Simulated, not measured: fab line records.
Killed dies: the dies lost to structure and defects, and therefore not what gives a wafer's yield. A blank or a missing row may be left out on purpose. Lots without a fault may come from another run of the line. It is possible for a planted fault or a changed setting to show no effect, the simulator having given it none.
fab line records ; flow sky130
record lots=14; wafers=42; lastDay=50
route steps=708 shown LDD_HVN@275 RES_XHIGH@341 METAL1@449 METAL2@489
lots with no fault: from the same line, run without faults
startH: start of the lot's first displayed wafer, in hours after the record's first day ; waitH: hours elapsed since this lot's preceding step ; " unchanged from the row above ; L1.1+2: a single row standing in for several wafers ; - value missing, or start not given ; * or withheld: withheld ; < > ~ a bound
route shown NAME@n: a module of which the file shows steps, and the number in the route of the first ; usual: mean/standard deviation taken from wafers without a fault ; same: alike in all rows ; chamber/n: place in a boat ; sites: readings site by site ; _std_site: standard deviation across them ; _edge_site: the outer-site mean with the inner-site mean subtracted ; radiusMm: for every site, how far away it sits from the centre of the wafer ; mask NAME#n: copy n ; behind: the most recent tool/chamber to have shaped the wafer ; hold: cause of the lot's hold/its duration in hours/its outcome ; device: the n, p or np transistor that did not switch ; end of line: the tests these same wafers got at the end of their route ; for a step that has no rows: nothing shown but its recipe ; killed: count of dies lost to structure and defects at first sort (not the wafer's yield) ; map: per-die view of a wafer (x killed, . not killed, _ where there is no die)
set.NAME: the setting that was run; set.NAME@STEP: the one run at that earlier step ; model.NAME: the simulator's own value behind a step, which no gauge read
one table for each step of the route and one row for each wafer, over a sample of lots
services: the hour from which a tool's chamber was out of use, counted from the record's first day as startH (under 0 if before that day), plus the number of hours and why
## steps
# step SKY_LDD_HVN_IMPLANT_08
# recipe species=P; energyKev=60; doseCm2=3e+13; tiltDeg=40
# usual beamEnergyKeV=59.996/0.019; beamOnS=10.01/0.18
lot.wafer;tool;chamber;startH;waitH;beamEnergyKeV;beamOnS
L602.2;implanter-01;0;458.30;0.0;60.014;10.37
L602.4;implanter-01;0;458.30;0.0;59.957;10.11
L602.6;implanter-01;0;458.30;0.0;59.996;9.79
L604.3;implanter-02;0;486.17;0.1;60.033;9.92
L604.4;implanter-02;0;486.17;0.1;60.029;9.78
L604.6;implanter-02;0;486.17;0.1;60.004;9.74
L606.1;implanter-02;0;499.47;0.0;60.007;10.20
L606.5;implanter-02;0;499.47;0.0;59.977;10.10
L606.6;implanter-02;0;499.47;0.0;60.005;10.09
L607.1;implanter-04;0;512.49;0.0;59.997;10.10
L607.2;implanter-04;0;512.49;0.0;60.007;10.23
L607.3;implanter-04;0;512.49;0.0;59.993;10.00
L609.3;implanter-01;0;532.60;0.1;59.987;9.67
L609.5;implanter-01;0;532.60;0.1;59.969;9.98
L609.6;implanter-01;0;532.60;0.1;59.985;9.67
L612.1;implanter-01;0;582.45;0.0;59.966;9.92
L612.2;implanter-01;0;582.45;0.0;59.955;10.02
L612.5;implanter-01;0;582.45;0.0;59.982;9.98
L611.1;implanter-04;0;583.02;0.0;60.008;9.94
L611.4;implanter-04;0;583.02;0.0;60.006;10.03
L611.5;implanter-04;0;583.02;0.0;59.975;10.09
L615.1;implanter-01;-;587.47;0.0;-;-
L615.3;implanter-01;-;587.47;0.0;-;-
L615.4;implanter-01;-;587.47;0.0;-;-
L614.2;implanter-02;-;588.37;0.0;-;-
L614.5;implanter-02;-;588.37;0.0;-;-
L614.6;implanter-02;-;588.37;0.0;-;-
L618.1;implanter-02;0;608.69;0.0;60.005;10.06
L618.3;implanter-02;0;608.69;0.0;60.018;9.92
L618.4;implanter-02;0;608.69;0.0;60.004;9.97
L622.2;implanter-04;0;634.65;0.0;60.015;9.97
L622.4;implanter-04;0;634.65;0.0;59.988;9.66
L622.6;implanter-04;0;634.65;0.0;60.011;10.22
L623.3;implanter-04;0;645.09;0.1;59.970;10.03
L623.4;implanter-04;0;645.09;0.1;59.991;10.15
L623.5;implanter-04;0;645.09;0.1;59.952;10.08
L624.2;implanter-02;0;652.60;0.0;59.980;10.10
L624.4;implanter-02;0;652.60;0.0;59.997;10.16
L624.5;implanter-02;0;652.60;0.0;59.984;9.96
L625.1;implanter-04;0;677.92;0.0;60.008;9.95
L625.3;implanter-04;0;677.92;0.0;59.989;10.08
L625.4;implanter-04;0;677.92;0.0;59.996;10.09
# step SKY_LDD_HVN_TW_MEAS_10
# usual LDD_HVN_TW=1436/13
lot.wafer;tool;chamber;startH;waitH;LDD_HVN_TW
L602.2;filmMetro-02;-;458.53;0.1;1438
L602.4;filmMetro-02;-;458.53;0.1;1436
L602.6;filmMetro-02;-;458.53;0.1;1439
L604.3;filmMetro-04;-;486.39;0.1;1453
L604.4;filmMetro-04;-;486.39;0.1;1461
L604.6;filmMetro-04;-;486.39;0.1;1451
L606.1;filmMetro-01;-;499.72;0.1;1416
L606.5;filmMetro-01;-;499.72;0.1;1424
L606.6;filmMetro-01;-;499.72;0.1;1415
L607.1;filmMetro-04;-;512.74;0.1;1443
L607.2;filmMetro-04;-;512.74;0.1;1456
L607.3;filmMetro-04;-;512.74;0.1;1442
L609.3;filmMetro-02;-;532.82;0.1;1434
L609.5;filmMetro-02;-;532.82;0.1;1429
L609.6;filmMetro-02;-;532.82;0.1;1441
L612.1;filmMetro-04;-;582.70;0.1;1437
L612.2;filmMetro-04;-;582.70;0.1;1437
L612.5;filmMetro-04;-;582.70;0.1;1443
L611.1;filmMetro-02;-;583.27;0.1;1448
L611.4;filmMetro-02;-;583.27;0.1;1451
L611.5;filmMetro-02;-;583.27;0.1;1448
L615.1;filmMetro-02;-;587.72;0.1;30
L615.3;filmMetro-02;-;587.72;0.1;30
L615.4;filmMetro-02;-;587.72;0.1;30
L614.2;filmMetro-01;-;588.60;0.1;30
L614.5;filmMetro-01;-;588.60;0.1;30
L614.6;filmMetro-01;-;588.60;0.1;30
L618.1;filmMetro-04;-;608.94;0.1;1447
L618.3;filmMetro-04;-;608.94;0.1;1440
L618.4;filmMetro-04;-;608.94;0.1;1446
L622.2;filmMetro-01;-;634.88;0.1;1421
L622.4;filmMetro-01;-;634.88;0.1;1424
L622.6;filmMetro-01;-;634.88;0.1;1420
L623.3;filmMetro-01;-;645.31;0.1;1423
L623.4;filmMetro-01;-;645.31;0.1;1410
L623.5;filmMetro-01;-;645.31;0.1;1424
L624.2;filmMetro-04;-;652.83;0.1;1453
L624.4;filmMetro-04;-;652.83;0.1;1457
L624.5;filmMetro-04;-;652.83;0.1;1459
L625.1;filmMetro-04;-;678.17;0.1;1440
L625.3;filmMetro-04;-;678.17;0.1;1443
L625.4;filmMetro-04;-;678.17;0.1;1440
# step SKY_RES_XHIGH_TW_MEAS_09
# usual RES_XHIGH_TW=1638/14
lot.wafer;tool;chamber;startH;waitH;RES_XHIGH_TW
L602.2;filmMetro-01;-;614.93;0.1;1619
L602.4;filmMetro-01;-;614.93;0.1;1618
L602.6;filmMetro-01;-;614.93;0.1;1618
L604.3;filmMetro-02;-;636.79;0.1;1640
L604.4;filmMetro-02;-;636.79;0.1;1655
L604.6;filmMetro-02;-;636.79;0.1;1655
L606.1;filmMetro-04;-;651.51;0.1;1661
L606.5;filmMetro-04;-;651.51;0.1;1663
L606.6;filmMetro-04;-;651.51;0.1;1660
L607.1;filmMetro-02;-;662.56;0.1;1650
L607.2;filmMetro-02;-;662.56;0.1;1657
L607.3;filmMetro-02;-;662.56;0.1;1648
L609.3;filmMetro-02;-;681.33;0.1;1657
L609.5;filmMetro-02;-;681.33;0.1;1655
L609.6;filmMetro-02;-;681.33;0.1;1643
L612.1;filmMetro-04;-;727.81;0.1;1650
L612.2;filmMetro-04;-;727.81;0.1;1653
L612.5;filmMetro-04;-;727.81;0.1;1640
L611.1;filmMetro-04;-;729.71;0.1;1648
L611.4;filmMetro-04;-;729.71;0.1;1643
L611.5;filmMetro-04;-;729.71;0.1;1647
L618.1;filmMetro-02;-;754.77;0.1;1640
L618.3;filmMetro-02;-;754.77;0.1;1644
L618.4;filmMetro-02;-;754.77;0.1;1633
L622.2;filmMetro-04;-;777.62;0.1;1629
L622.4;filmMetro-04;-;777.62;0.1;1629
L622.6;filmMetro-04;-;777.62;0.1;1647
L623.3;filmMetro-01;-;787.18;0.1;1619
L623.4;filmMetro-01;-;787.18;0.1;1627
L623.5;filmMetro-01;-;787.18;0.1;1626
L624.2;filmMetro-01;-;794.48;0.1;1601
L624.4;filmMetro-01;-;794.48;0.1;1613
L624.5;filmMetro-01;-;794.48;0.1;1607
L625.1;filmMetro-02;-;816.76;0.1;1641
L625.3;filmMetro-02;-;816.76;0.1;1646
L625.4;filmMetro-02;-;816.76;0.1;1652
# step SKY_METAL1_CD_MEAS_15
# recipe targetCdNm=140
# usual cdNm=139.7/1.5
lot.wafer;tool;chamber;startH;waitH;cdNm
L602.2;cdSem-01;-;760.88;-;139.1
L602.4;cdSem-01;-;760.88;-;139.7
L602.6;cdSem-01;-;760.88;-;138.9
L604.3;cdSem-02;-;780.25;-;139.8
L604.4;cdSem-02;-;780.25;-;138.9
L604.6;cdSem-02;-;780.25;-;139.4
L606.1;cdSem-01;-;795.36;-;137.6
L606.5;cdSem-01;-;795.36;-;138.1
L606.6;cdSem-01;-;795.36;-;137.6
L607.1;cdSem-02;-;805.64;-;141.6
L607.2;cdSem-02;-;805.64;-;141.9
L607.3;cdSem-02;-;805.64;-;142.2
L609.3;cdSem-02;-;823.85;-;138.4
L609.5;cdSem-02;-;823.85;-;140.5
L609.6;cdSem-02;-;823.85;-;138.2
L612.1;cdSem-01;-;867.36;-;141.3
L612.2;cdSem-01;-;867.36;-;140.8
L612.5;cdSem-01;-;867.36;-;141.6
L611.1;cdSem-02;-;868.59;-;139.4
L611.4;cdSem-02;-;868.59;-;139.2
L611.5;cdSem-02;-;868.59;-;140.0
L618.1;cdSem-02;-;891.06;-;141.8
L618.3;cdSem-02;-;891.06;-;141.7
L618.4;cdSem-02;-;891.06;-;141.4
L622.2;cdSem-01;-;912.53;-;138.3
L622.4;cdSem-01;-;912.53;-;139.3
L622.6;cdSem-01;-;912.53;-;137.7
L623.3;cdSem-02;-;923.75;-;140.9
L623.4;cdSem-02;-;923.75;-;140.9
L623.5;cdSem-02;-;923.75;-;140.2
L624.2;cdSem-02;-;930.28;-;137.6
L624.4;cdSem-02;-;930.28;-;138.0
L624.5;cdSem-02;-;930.28;-;138.1
L625.1;cdSem-01;-;951.14;-;136.7
L625.3;cdSem-01;-;951.14;-;137.0
L625.4;cdSem-01;-;951.14;-;136.1
# step SKY_METAL2_THK_MEAS_06
# recipe thkMeasGauge=xrf; reads=AlCu_of_METAL2_SPUTTER_02
# usual METAL2_ALCU_THK=250.9/3
lot.wafer;tool;chamber;startH;waitH;METAL2_ALCU_THK[nm]
L602.2;filmMetro-04;-;791.37;0.1;244.4
L602.4;filmMetro-04;-;791.37;0.1;243.5
L602.6;filmMetro-04;-;791.37;0.1;242.4
L604.3;filmMetro-01;-;810.06;0.1;247.5
L604.4;filmMetro-01;-;810.06;0.1;248.7
L604.6;filmMetro-01;-;810.06;0.1;246.6
L606.1;filmMetro-04;-;825.24;0.1;246.5
L606.5;filmMetro-04;-;825.24;0.1;245.0
L606.6;filmMetro-04;-;825.24;0.1;249.3
L607.1;filmMetro-03;-;834.86;0.1;253.6
L607.2;filmMetro-03;-;834.86;0.1;252.0
L607.3;filmMetro-03;-;834.86;0.1;249.7
L609.3;filmMetro-01;-;853.11;0.1;250.4
L609.5;filmMetro-01;-;853.11;0.1;249.3
L609.6;filmMetro-01;-;853.11;0.1;255.3
L612.1;filmMetro-03;-;896.82;0.1;252.8
L612.2;filmMetro-03;-;896.82;0.1;251.9
L612.5;filmMetro-03;-;896.82;0.1;251.7
L611.1;filmMetro-01;-;897.77;0.1;255.3
L611.4;filmMetro-01;-;897.77;0.1;252.9
L611.5;filmMetro-01;-;897.77;0.1;255.4
L618.1;filmMetro-03;-;918.52;0.1;255.5
L618.3;filmMetro-03;-;918.52;0.1;252.8
L618.4;filmMetro-03;-;918.52;0.1;256.4
L622.2;filmMetro-03;-;940.72;0.1;253.3
L622.4;filmMetro-03;-;940.72;0.1;251.0
L622.6;filmMetro-03;-;940.72;0.1;253.7
L623.3;filmMetro-04;-;951.68;0.1;255.1
L623.4;filmMetro-04;-;951.68;0.1;251.2
L623.5;filmMetro-04;-;951.68;0.1;251.7
L624.2;filmMetro-04;-;958.13;0.1;252.3
L624.4;filmMetro-04;-;958.13;0.1;251.7
L624.5;filmMetro-04;-;958.13;0.1;248.2
L625.1;filmMetro-03;-;977.83;0.1;252.6
L625.3;filmMetro-03;-;977.83;0.1;251.0
L625.4;filmMetro-03;-;977.83;0.1;251.3
## services
tool;chamber;startH;hours;kind
implanter-04;-;521.45;6.0;repair
implanter-01;-;617.27;1.0;repair
implanter-02;-;636.51;4.8;pm
implanter-01;-;667.32;5.1;repair
## key
firstSign step=SKY_LDD_HVN_IMPLANT_08; reading=toolRecord; direction=missing
effect step=SKY_LDD_HVN_TW_MEAS_10; reading=LDD_HVN_TW; direction=down; sigmas=99+; usual=1436; struck=30
metAt SKY_LDD_HVN_IMPLANT_08
struckLots L614,L615
laterRowsLeftOut L614.2,L614.5,L614.6,L615.1,L615.3,L615.4
sortLeftOut L614.2,L614.5,L614.6,L615.1,L615.3,L615.4
testerLeftOut L614,L615
notActingAt SKY_RES_XHIGH_TW_MEAS_09,SKY_METAL1_CD_MEAS_15,SKY_METAL2_THK_MEAS_06
onsetBetween 582.45 587.47
fault kind=skippedStepWhole; tool=implanter-01,implanter-02; chamber=-; onsetH=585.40; steps=SKY_LDD_HVN_IMPLANT_08; scope=struckLotsOnly
# testerLeftOut: of these lots the tester's yield and bins aren't shown, on N5 and GAA mostly nor the transistor test; their killed dies are dies lost to structure and defects alone, not to doping, threshold or leakage, so they don't give the yield
# sortLeftOut: the simulated sort isn't trusted on such a fault, so these wafers' sort isn't shown, and their yield isn't known
# laterRowsLeftOut: the simulator's readings of these wafers behind a module that went badly wrong aren't trusted and aren't shown, but for the sort
